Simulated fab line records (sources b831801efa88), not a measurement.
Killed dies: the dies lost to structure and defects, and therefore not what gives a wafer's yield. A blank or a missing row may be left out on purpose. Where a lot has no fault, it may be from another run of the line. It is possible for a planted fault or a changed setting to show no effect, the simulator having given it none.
fab line records | flow sky130
record: lots: 6 | wafers: 18 | last_day: 50
route steps=708 shown METAL3@561 VIA3@573 PAD_OPEN@708
lots with no fault: from the same line, run without faults
start_h: start of the lot's first displayed wafer, in hours after the record's first day | wait_h: hours from the lot's prior step to this one | " repeats the value in the row above | L1.1+2: a single row standing in for several wafers | - no value, or no start was given | * or withheld: withheld | < > ~ a bound
route shown NAME@n: a module of which the file shows steps, and the number in the route of the first | usual: mean and standard deviation over wafers with no fault | same: alike in all rows | chamber/n: place in a boat | sites: per-site readings | _std_site: how widely they spread, as a standard deviation | _edge_site: the outer-site mean with the inner-site mean subtracted | radius_mm: for every site, how far away it sits from the centre of the wafer | mask NAME#n: copy n | behind: tool/chamber where the wafer was last shaped | hold: cause of the lot's hold/its duration in hours/its outcome | device: the n, p or np transistor that did not switch | end of line: the route-end tests of the same wafers | where a step has no rows: the recipe by itself | killed: at the first sort, the dies lost to defects and structure; wafer yield is something else | map: a wafer's dies, marking killed ones x, the rest . and places with no die _
set.NAME: the run value of the setting; set.NAME@STEP: its run value at that earlier step | model.NAME: the simulator's own value behind a step, which no gauge read
lots at some steps of the route; a table a step, a row a wafer
services: when a tool's chamber went out of use (start_h, in hours from the record's first day, below 0 if earlier), for how many hours, and the reason
== steps ==
step: SKY_METAL3_PEB_11
recipe: peb_temp_c: withheld | peb_time_s: withheld | resist: KrF-thick
step: SKY_METAL3_DEVELOP_12
recipe: develop_time_s: 60 | resist: KrF-thick | dev_temp_c: 21
step: SKY_METAL3_CD_MEAS_13
recipe: target_cd_nm: 300
usual: cd_nm: 299.8/1.5
lot.wafer | tool      | chamber | start_h | wait_h | cd_nm
L631.1    | cd_sem-01 | -       | 911.15  | -      | 297.0
L631.3    | "         | -       | "       | "      | 298.2
L631.4    | "         | -       | "       | "      | 298.1
L636.3    | cd_sem-01 | -       | 958.77  | -      | 301.8
L636.4    | "         | -       | "       | "      | 300.5
L636.6    | "         | -       | "       | "      | 301.4
L638.2    | cd_sem-01 | -       | 970.27  | -      | 298.2
L638.4    | "         | -       | "       | "      | 298.8
L638.6    | "         | -       | "       | "      | 299.2
L639.2    | cd_sem-01 | -       | 977.60  | -      | 300.3
L639.5    | "         | -       | "       | "      | 300.7
L639.6    | "         | -       | "       | "      | 300.6
L648.2    | cd_sem-01 | -       | 1033.17 | -      | 298.0
L648.3    | "         | -       | "       | "      | 296.9
L648.4    | "         | -       | "       | "      | 297.3
L650.1    | cd_sem-01 | -       | 1042.10 | -      | 300.7
L650.3    | "         | -       | "       | "      | 300.1
L650.4    | "         | -       | "       | "      | 300.9
step: SKY_METAL3_OVL_MEAS_14
usual: METAL3_OVL: -3/4.2
lot.wafer | tool       | chamber | start_h | wait_h | METAL3_OVL[nm]
L631.1    | overlay-01 | -       | 911.27  | 0.1    | 1
L631.3    | "          | -       | "       | "      | 0
L631.4    | "          | -       | "       | "      | 2
L636.3    | overlay-02 | -       | 958.86  | 0.1    | -2
L636.4    | "          | -       | "       | "      | -3
L636.6    | "          | -       | "       | "      | 2
L638.2    | overlay-02 | -       | 970.37  | 0.1    | 0
L638.4    | "          | -       | "       | "      | 0
L638.6    | "          | -       | "       | "      | 6
L639.2    | overlay-02 | -       | 977.71  | 0.1    | 1
L639.5    | "          | -       | "       | "      | -1
L639.6    | "          | -       | "       | "      | -6
L648.2    | overlay-01 | -       | 1033.27 | 0.1    | -8
L648.3    | "          | -       | "       | "      | -6
L648.4    | "          | -       | "       | "      | -7
L650.1    | overlay-01 | -       | 1042.22 | 0.1    | 1
L650.3    | "          | -       | "       | "      | 1
L650.4    | "          | -       | "       | "      | 2
step: SKY_METAL3_DESCUM_15
recipe: chemistry: O2 | source_power_w: 150 | bias_power_w: 0 | pressure_mtorr: 10 | temp_c: 40 | time_s: 8
usual: drypump_motor_current_A: 5.91/0.3 | oes_product_au: 1.017/0.011
same: time_s: 8
lot.wafer | tool         | chamber | start_h | wait_h | drypump_motor_current_A | oes_product_au | rf_hours_counter_h
L631.1    | rie_metal-03 | 0       | 911.30  | 0.0    | 5.92                    | 1.023          | 15
L631.3    | "            | 0       | "       | "      | 5.93                    | 1.019          | -
L631.4    | "            | 1       | "       | "      | 6.45                    | 1.017          | -
L636.3    | rie_metal-02 | 0       | 958.90  | 0.0    | 5.98                    | 1.016          | -
L636.4    | "            | 1       | "       | "      | 5.56                    | 1.002          | -
L636.6    | "            | 1       | "       | "      | 5.57                    | 1.014          | -
L638.2    | rie_metal-03 | 1       | 970.40  | 0.0    | 6.47                    | 1.024          | 7
L638.4    | "            | 1       | "       | "      | 6.43                    | 1.027          | -
L638.6    | "            | 0       | "       | "      | 5.95                    | 1.026          | -
L639.2    | rie_metal-03 | 1       | 977.74  | 0.0    | 6.42                    | 1.025          | 8
L639.5    | "            | 1       | "       | "      | 6.41                    | 1.020          | -
L639.6    | "            | 0       | "       | "      | 5.92                    | 1.033          | -
L648.2    | rie_metal-04 | 0       | 1033.30 | 0.0    | 5.71                    | 0.995          | 8
L648.3    | "            | 1       | "       | "      | 5.89                    | 1.024          | -
L648.4    | "            | 0       | "       | "      | 5.71                    | 0.990          | -
L650.1    | rie_metal-03 | 1       | 1042.25 | 0.0    | 6.43                    | 1.022          | 11
L650.3    | "            | 1       | "       | "      | 6.44                    | 1.020          | -
L650.4    | "            | 1       | "       | "      | 6.41                    | 1.020          | -
step: SKY_METAL3_ETCH_16
recipe: chemistry: N2/H2 | target: BARC | ion_energy_ev: 200 | bias_w: 100 | pressure_mtorr: 30 | n2_flow_sccm: 100 | h2_flow_sccm: 200 | icp_w: 500 | stop_on: SiO2 | time_s: 88.2 | target_depth_a: 600
step: SKY_METAL3_ETCH_17
recipe: target: SiO2 | stop_on: TiN | chemistry: C4F8/O2/Ar | source_w: 1500 | bias_w: 1200 | pressure_mtorr: 40 | c4f8_flow_sccm: withheld | O2_flow_sccm: 6 | Ar_flow_sccm: 300 | time_s: 3.9 | target_depth_a: 150
usual: oes_product_au: 0.754/0.0079
same: time_s: 3.9
lot.wafer | tool        | chamber | start_h | wait_h | oes_product_au
L631.1    | rie_diel-04 | 2       | 911.43  | 0.1    | 0.753
L631.3    | "           | 3       | "       | "      | 0.749
L631.4    | "           | 1       | "       | "      | 0.755
L636.3    | rie_diel-01 | 1       | 959.02  | 0.0    | 0.745
L636.4    | "           | 2       | "       | "      | 0.754
L636.6    | "           | 0       | "       | "      | 0.751
L638.2    | rie_diel-02 | 0       | 970.53  | 0.1    | 0.750
L638.4    | "           | 1       | "       | "      | 0.751
L638.6    | "           | 1       | "       | "      | 0.749
L639.2    | rie_diel-02 | 3       | 977.87  | 0.1    | 0.740
L639.5    | "           | 3       | "       | "      | 0.748
L639.6    | "           | 2       | "       | "      | 0.742
L648.2    | rie_diel-04 | 3       | 1033.43 | 0.1    | 0.745
L648.3    | "           | 1       | "       | "      | 0.740
L648.4    | "           | 2       | "       | "      | 0.764
L650.1    | rie_diel-01 | 0       | 1042.51 | 0.2    | 0.755
L650.3    | "           | 1       | "       | "      | 0.747
L650.4    | "           | 3       | "       | "      | 0.770
step: SKY_METAL3_METAL_ETCH_18
recipe: target_depth_a: 8450 | stop_on: SiO2 | over_etch_frac: 0.3 | time_s: 183.1 | chemistry: Cl2/BCl3 | resist_sidewall_deg: 88 | pressure_mtorr: 10 | icp_w: 900 | bias_w: 48.5 | Cl2_flow_sccm: 60 | bcl3_flow_sccm: 30
usual: drypump_motor_current_A: 5.91/0.25 | oes_product_au: 0.867/0.0074 | throttle_valve_pct: 22.264/0.01
same: time_s: 183.1
lot.wafer | tool         | chamber | start_h | wait_h | drypump_motor_current_A | oes_product_au | rf_hours_counter_h | throttle_valve_pct
L631.1    | rie_metal-02 | 1       | 911.45  | 0.0    | 5.55                    | 0.875          | 17                 | 22.260
L631.3    | "            | 1       | "       | "      | 5.56                    | 0.876          | -                  | 22.272
L631.4    | "            | 1       | "       | "      | 5.55                    | 0.866          | -                  | 22.243
L636.3    | rie_metal-04 | 0       | 959.10  | 0.1    | 5.70                    | 0.874          | -                  | 22.274
L636.4    | "            | 1       | "       | "      | 5.84                    | 0.876          | -                  | 22.270
L636.6    | "            | 1       | "       | "      | 5.86                    | 0.875          | -                  | 22.263
L638.2    | rie_metal-04 | 0       | 970.55  | 0.0    | 5.71                    | 0.873          | 4                  | 22.247
L638.4    | "            | 0       | "       | "      | 5.72                    | 0.874          | -                  | 22.282
L638.6    | "            | 0       | "       | "      | 5.71                    | 0.870          | -                  | 22.256
L639.2    | rie_metal-04 | 1       | 977.89  | 0.0    | 5.87                    | 0.859          | 10                 | 22.268
L639.5    | "            | 0       | "       | "      | 5.70                    | 0.854          | -                  | 22.238
L639.6    | "            | 1       | "       | "      | 5.85                    | 0.854          | -                  | 22.261
L648.2    | rie_metal-02 | 0       | 1033.45 | 0.0    | 6.02                    | 0.862          | 20                 | 22.264
L648.3    | "            | 0       | "       | "      | 5.99                    | 0.857          | -                  | 22.268
L648.4    | "            | 1       | "       | "      | 5.57                    | 0.875          | -                  | 22.258
L650.1    | rie_metal-02 | 1       | 1042.53 | 0.0    | 5.54                    | 0.871          | 24                 | 22.266
L650.3    | "            | 1       | "       | "      | 5.53                    | 0.865          | -                  | 22.273
L650.4    | "            | 0       | "       | "      | 5.99                    | 0.861          | -                  | 22.258
step: SKY_METAL3_STRIP_19
recipe: chemistry: O2/N2 | power_w: 1400 | pressure_mtorr: 1500 | platen_temp_c: withheld | o2_flow_sccm: 3000 | n2_flow_sccm: 300 | overash_fraction: 0.5
usual: drypump_motor_current_A: 5.7/0.47 | oes_product_au: 0.495/0.0055 | strip_time_to_endpoint_s: 6.36/0.09
lot.wafer | tool            | chamber | start_h | wait_h | drypump_motor_current_A | oes_product_au | rf_hours_counter_h | strip_time_to_endpoint_s
L631.1    | plasma_asher-01 | 0       | 911.81  | 0.3    | 6.0                     | 0.496          | 73                 | 6.47
L631.3    | "               | 1       | "       | "      | 5.4                     | 0.503          | -                  | 6.54
L631.4    | "               | 0       | "       | "      | 5.9                     | 0.507          | -                  | 6.58
L636.3    | plasma_asher-01 | 0       | 959.25  | 0.1    | 6.0                     | 0.500          | -                  | 6.39
L636.4    | "               | 1       | "       | "      | 5.4                     | 0.491          | -                  | 6.25
L636.6    | "               | 1       | "       | "      | 5.4                     | 0.492          | -                  | 6.32
L638.2    | plasma_asher-04 | 1       | 970.73  | 0.1    | 6.1                     | 0.499          | 25                 | 6.48
L638.4    | "               | 1       | "       | "      | 6.1                     | 0.499          | -                  | 6.52
L638.6    | "               | 1       | "       | "      | 6.1                     | 0.496          | -                  | 6.47
L639.2    | plasma_asher-01 | 0       | 978.06  | 0.1    | 6.0                     | 0.488          | 79                 | 6.25
L639.5    | "               | 0       | "       | "      | 6.0                     | 0.499          | -                  | 6.40
L639.6    | "               | 1       | "       | "      | 5.4                     | 0.491          | -                  | 6.35
L648.2    | plasma_asher-03 | 0       | 1033.63 | 0.1    | 6.1                     | 0.492          | 124                | 6.31
L648.3    | "               | 1       | "       | "      | 6.0                     | 0.494          | -                  | 6.29
L648.4    | "               | 0       | "       | "      | 6.1                     | 0.497          | -                  | 6.49
L650.1    | plasma_asher-04 | 0       | 1042.77 | 0.2    | 4.8                     | 0.501          | 32                 | 6.47
L650.3    | "               | 0       | "       | "      | 4.8                     | 0.499          | -                  | 6.46
L650.4    | "               | 1       | "       | "      | 6.1                     | 0.493          | -                  | 6.34
step: SKY_METAL3_STRIP_20
recipe: chemistry: post_etch_residue_remover | time_s: 1200 | temp_c: 72.5
step: SKY_METAL3_CLEAN_21
recipe: chemistry: IPA | time_s: 180 | temp_c: 25
step: SKY_METAL3_CLEAN_22
recipe: chemistry: O3/DIW | dry: n2_spin
step: SKY_VIA3_HDPCVD_00
recipe: material: SiO2 | target_thk_nm: 1635 | sigma_open_frac: 0.3 | time_s: 272.5 | temp_c: 400 | sih4_flow_sccm: 60 | pressure_mtorr: 6
usual: run_length_s: 300.3/0.47
lot.wafer | tool      | chamber | start_h | wait_h | run_length_s | model.SiO2_of_VIA3_HDPCVD_00.thk_nm
L631.1    | hdpcvd-01 | 1       | 912.41  | 0.0    | 300.2        | 1668
L631.3    | "         | 2       | "       | "      | 299.7        | 1686
L631.4    | "         | 0       | "       | "      | 300.9        | 1639
L636.3    | hdpcvd-01 | 1       | 959.85  | 0.0    | 299.9        | 1655
L636.4    | "         | 0       | "       | "      | 300.9        | 1646
L636.6    | "         | 2       | "       | "      | 299.7        | 1661
L638.2    | hdpcvd-01 | 2       | 971.32  | 0.0    | 299.5        | 1661
L638.4    | "         | 2       | "       | "      | 314.5        | 1743
L638.6    | "         | 0       | "       | "      | 315.4        | 1744
L639.2    | hdpcvd-01 | 0       | 979.09  | 0.0    | 300.3        | 1654
L639.5    | "         | 2       | "       | "      | 315.4        | 1770
L639.6    | "         | 0       | "       | "      | 315.4        | 1761
L648.2    | hdpcvd-02 | 1       | 1034.22 | 0.0    | 300.4        | 1644
L648.3    | "         | 2       | "       | "      | 299.7        | 1616
L648.4    | "         | 2       | "       | "      | 300.4        | 1632
L650.1    | hdpcvd-02 | 1       | 1043.43 | 0.0    | 300.4        | 1606
L650.3    | "         | 2       | "       | "      | 299.9        | 1619
L650.4    | "         | 1       | "       | "      | 300.5        | 1607
step: SKY_VIA3_THK_MEAS_01
recipe: reads: SiO2_of_VIA3_HDPCVD_00
usual: VIA3_HDPCVD_THK: 1641/21
lot.wafer | tool          | chamber | start_h | wait_h | VIA3_HDPCVD_THK[nm]
L631.1    | film_metro-04 | -       | 912.58  | 0.1    | 1668
L631.3    | "             | -       | "       | "      | 1686
L631.4    | "             | -       | "       | "      | 1639
L636.3    | film_metro-01 | -       | 960.03  | 0.1    | 1656
L636.4    | "             | -       | "       | "      | 1646
L636.6    | "             | -       | "       | "      | 1662
L638.2    | film_metro-02 | -       | 971.58  | 0.2    | 1661
L638.4    | "             | -       | "       | "      | 1743
L638.6    | "             | -       | "       | "      | 1745
L639.2    | film_metro-04 | -       | 979.35  | 0.2    | 1655
L639.5    | "             | -       | "       | "      | 1770
L639.6    | "             | -       | "       | "      | 1761
L648.2    | film_metro-01 | -       | 1034.40 | 0.1    | 1645
L648.3    | "             | -       | "       | "      | 1615
L648.4    | "             | -       | "       | "      | 1632
L650.1    | film_metro-02 | -       | 1043.59 | 0.1    | 1607
L650.3    | "             | -       | "       | "      | 1618
L650.4    | "             | -       | "       | "      | 1607
step: SKY_VIA3_CMP_02
recipe: material: SiO2 | down_force_psi: 4 | platen_rpm: 60 | pad_velocity_m_s: 0.94248
usual: motor_current_A: 12.3/1.2
lot.wafer | tool   | chamber | start_h | wait_h | motor_current_A
L631.4    | cmp-01 | 1       | 912.64  | 0.0    | 11.6
L631.1    | "      | 3       | "       | "      | 14.5
L631.3    | "      | 0       | "       | "      | 11.1
L636.3    | cmp-01 | 2       | 960.07  | 0.0    | 13.1
L636.4    | "      | 1       | "       | "      | 12.3
L636.6    | "      | 2       | "       | "      | 12.6
L638.4    | cmp-02 | 2       | 971.63  | 0.0    | 12.3
L638.2    | "      | 1       | "       | "      | 12.8
L638.6    | "      | 2       | "       | "      | 12.8
L639.2    | cmp-02 | 0       | 979.55  | 0.2    | 10.7
L639.5    | "      | 1       | "       | "      | 13.3
L639.6    | "      | 2       | "       | "      | 13.2
L648.2    | cmp-02 | 1       | 1034.45 | 0.0    | 12.8
L648.4    | "      | 2       | "       | "      | 12.8
L648.3    | "      | 3       | "       | "      | 12.3
L650.4    | cmp-01 | 1       | 1043.65 | 0.0    | 11.4
L650.1    | "      | 2       | "       | "      | 13.0
L650.3    | "      | 3       | "       | "      | 13.8
step: SKY_PAD_OPEN_PROBE_99
usual: defect_limited_yield: 82.7/2 | killed_at_M0_to_M3: 42/6.7 | killed_at_M4_up: 3.3/2.1 | killed_at_contacts: 24/5.1 | killed_at_front_end: 15/4.6 | killed_at_other: 0.3/0.58 | killed_dies: 85/9.9 | killed_open: 46/6.9 | killed_short: 38/7 | sort_bin_3_pad_short: 0.9/0.43 | sort_bin_5_function: 10.1/1.4 | sort_bin_6_memory: 6.4/1.2 | sort_n_pass: 407/9.9 | sort_yield_pct: 82.7/2
same: gross_dies: 492 | killed_at_back_side: 0 | sort_bin_4_leakage[%]: 0 | sort_bin_8_speed[%]: 0
lot.wafer | tool      | chamber | start_h | wait_h | defect_limited_yield[%] | killed_at_M0_to_M3 | killed_at_M4_up | killed_at_contacts | killed_at_front_end | killed_at_other | killed_dies | killed_open | killed_short | sort_bin_3_pad_short[%] | sort_bin_5_function[%] | sort_bin_6_memory[%] | sort_n_pass | sort_yield_pct[%]
L636.3    | prober-01 | -       | 1125.95 | 0.2    | 82.5                    | 44                 | 1               | 29                 | 12                  | 0               | 86          | 48          | 36           | 0.4                     | 9.8                    | 7.3                  | 406         | 82.5
L636.4    | prober-01 | -       | 1126.00 | 0.2    | 81.9                    | 49                 | 2               | 20                 | 18                  | 0               | 89          | 54          | 34           | 0.4                     | 10.8                   | 6.9                  | 403         | 81.9
L636.6    | prober-01 | -       | 1126.10 | 0.2    | 83.3                    | 37                 | 3               | 26                 | 16                  | 0               | 82          | 48          | 33           | 0.2                     | 10.6                   | 5.9                  | 410         | 83.3
L648.2    | prober-01 | -       | 1181.92 | 0.1    | 82.9                    | 35                 | 2               | 24                 | 23                  | 0               | 84          | 43          | 41           | 0.6                     | 12.2                   | 4.3                  | 408         | 82.9
L648.3    | prober-01 | -       | 1181.97 | 0.2    | 83.7                    | 36                 | 0               | 23                 | 21                  | 0               | 80          | 36          | 44           | 1.0                     | 9.6                    | 5.7                  | 412         | 83.7
L648.4    | prober-01 | -       | 1182.02 | 0.2    | 81.3                    | 44                 | 9               | 25                 | 13                  | 1               | 92          | 50          | 41           | 0.4                     | 12.2                   | 6.1                  | 400         | 81.3
L650.1    | prober-02 | -       | 1189.75 | 0.1    | 83.9                    | 38                 | 8               | 20                 | 12                  | 1               | 79          | 44          | 35           | 1.2                     | 8.3                    | 6.5                  | 413         | 83.9
L650.3    | prober-02 | -       | 1189.85 | 0.2    | 83.5                    | 42                 | 2               | 26                 | 11                  | 0               | 81          | 45          | 36           | 0.6                     | 9.3                    | 6.5                  | 411         | 83.5
L650.4    | prober-02 | -       | 1189.90 | 0.2    | 83.5                    | 37                 | 3               | 24                 | 17                  | 0               | 81          | 42          | 39           | 0.6                     | 8.9                    | 6.9                  | 411         | 83.5
killed by level:class
L636.3 LI_CONTACT:geometric_particle:open=12 VIA1:geometric_particle:open=9 METAL1:geometric_particle:short=8 CONTACT:geometric_particle:open=7 VIA1:geometric_particle:short=6 METAL2:geometric_particle:short=6 VIA2:geometric_particle:open=5 VIA2:geometric_particle:short=4
L636.4 VIA1:geometric_particle:open=18 CONTACT:geometric_particle:open=8 FIELD_ISO:geometric_particle:open=6 FIELD_ISO:geometric_particle:short=6 VIA3:geometric_particle:open=6 LOCAL_INTERCONNECT:geometric_particle:short=4 LI_CONTACT:geometric_particle:open=4 VIA1:geometric_particle:short=4
L636.6 VIA1:geometric_particle:open=12 LI_CONTACT:geometric_particle:open=9 FIELD_ISO:geometric_particle:open=5 POLY_GATE:geometric_particle:open=5 CONTACT:geometric_particle:open=5 VIA1:geometric_particle:short=5 METAL2:geometric_particle:short=5 LOCAL_INTERCONNECT:geometric_particle:short=4
L648.2 VIA1:geometric_particle:open=9 VIA2:geometric_particle:open=9 POLY_GATE:geometric_particle:short=8 LI_CONTACT:geometric_particle:open=7 CONTACT:geometric_particle:short=7 POLY_GATE:geometric_particle:open=5 METAL1:geometric_particle:short=5 CONTACT:geometric_particle:open=4
L648.3 POLY_GATE:geometric_particle:open=9 CONTACT:geometric_particle:short=8 VIA2:geometric_particle:open=8 CONTACT:geometric_particle:open=7 METAL2:geometric_particle:short=7 POLY_GATE:geometric_particle:short=5 VIA2:geometric_particle:short=5 VIA3:geometric_particle:open=4
L648.4 CONTACT:geometric_particle:open=10 VIA1:geometric_particle:open=9 METAL4:geometric_particle:short=8 LI_CONTACT:geometric_particle:open=7 METAL1:geometric_particle:short=7 VIA2:geometric_particle:open=5 CONTACT:geometric_particle:short=4 VIA2:geometric_particle:short=4
L650.1 VIA1:geometric_particle:open=8 CONTACT:geometric_particle:open=8 VIA2:geometric_particle:open=8 CONTACT:geometric_particle:short=7 FIELD_ISO:geometric_particle:open=5 VIA3:geometric_particle:short=5 VIA3:geometric_particle:open=5 METAL4:geometric_particle:short=5
L650.3 CONTACT:geometric_particle:open=9 METAL2:geometric_particle:short=9 VIA1:geometric_particle:open=8 VIA3:geometric_particle:open=6 LI_CONTACT:geometric_particle:open=6 LI_CONTACT:geometric_particle:short=5 VIA2:geometric_particle:open=5 FIELD_ISO:geometric_particle:short=4
L650.4 LI_CONTACT:geometric_particle:open=10 VIA3:geometric_particle:open=10 METAL2:geometric_particle:short=8 CONTACT:geometric_particle:short=7 POLY_GATE:geometric_particle:open=5 FIELD_ISO:geometric_particle:short=4 SPACER:geometric_particle:short=4 VIA1:geometric_particle:short=4
== services ==
tool            | chamber | start_h | hours | kind
plasma_asher-04 | -       | 903.98  | 1.1   | repair
rie_metal-02    | 0       | 907.79  | 10.5  | repair
cmp-02          | -       | 912.19  | 4.0   | pm
rie_diel-04     | -       | 912.36  | 1.5   | repair
cmp-01          | -       | 916.53  | 4.3   | repair
rie_metal-04    | 0       | 932.06  | 16.6  | repair
cmp-02          | -       | 934.79  | 0.2   | repair
hdpcvd-02       | 2       | 948.84  | 15.1  | repair
hdpcvd-02       | -       | 950.33  | 15.0  | pm
cmp-02          | -       | 950.44  | 1.7   | repair
rie_metal-03    | -       | 953.22  | 0.9   | repair
cmp-01          | -       | 956.73  | 0.9   | repair
hdpcvd-01       | 1       | 965.98  | 22.0  | repair
rie_diel-01     | 1       | 966.93  | 3.0   | repair
rie_diel-02     | 2       | 967.03  | 2.4   | repair
cmp-01          | -       | 975.58  | 2.5   | repair
rie_diel-01     | 1       | 976.97  | 4.0   | repair
cmp-02          | -       | 982.65  | 5.8   | pm
plasma_asher-04 | -       | 985.11  | 4.7   | repair
plasma_asher-01 | -       | 986.27  | 2.8   | pm
rie_diel-02     | 1       | 1005.28 | 4.9   | repair
rie_diel-02     | 2       | 1008.70 | 1.4   | repair
cmp-01          | -       | 1012.97 | 3.0   | repair
cmp-01          | -       | 1033.90 | 1.7   | repair
== key ==
first_sign: step: SKY_VIA3_HDPCVD_00 | reading: run_length_s | direction: up | sigmas: 32 | usual: * | struck: *
effect: step: SKY_VIA3_THK_MEAS_01 | reading: VIA3_HDPCVD_THK | direction: up | sigmas: 5.4 | usual: 1641 | struck: 1755
model_effect: step: SKY_VIA3_HDPCVD_00 | value: SiO2_of_VIA3_HDPCVD_00.thk_nm | without: 1664 | struck: 1755
met_at SKY_VIA3_HDPCVD_00
struck_wafers L638.4,L638.6,L639.5,L639.6
onset_between 959.85 971.32
fault: kind: process_parameter_drift | tool: hdpcvd-01 | chamber: - | onset_h: 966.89 | steps: SKY_VIA3_HDPCVD_00 | channel: time_s | offset: * | shape: step | end_h: 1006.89 | scope: struck_wafers_only | acts_in: * | stated: *
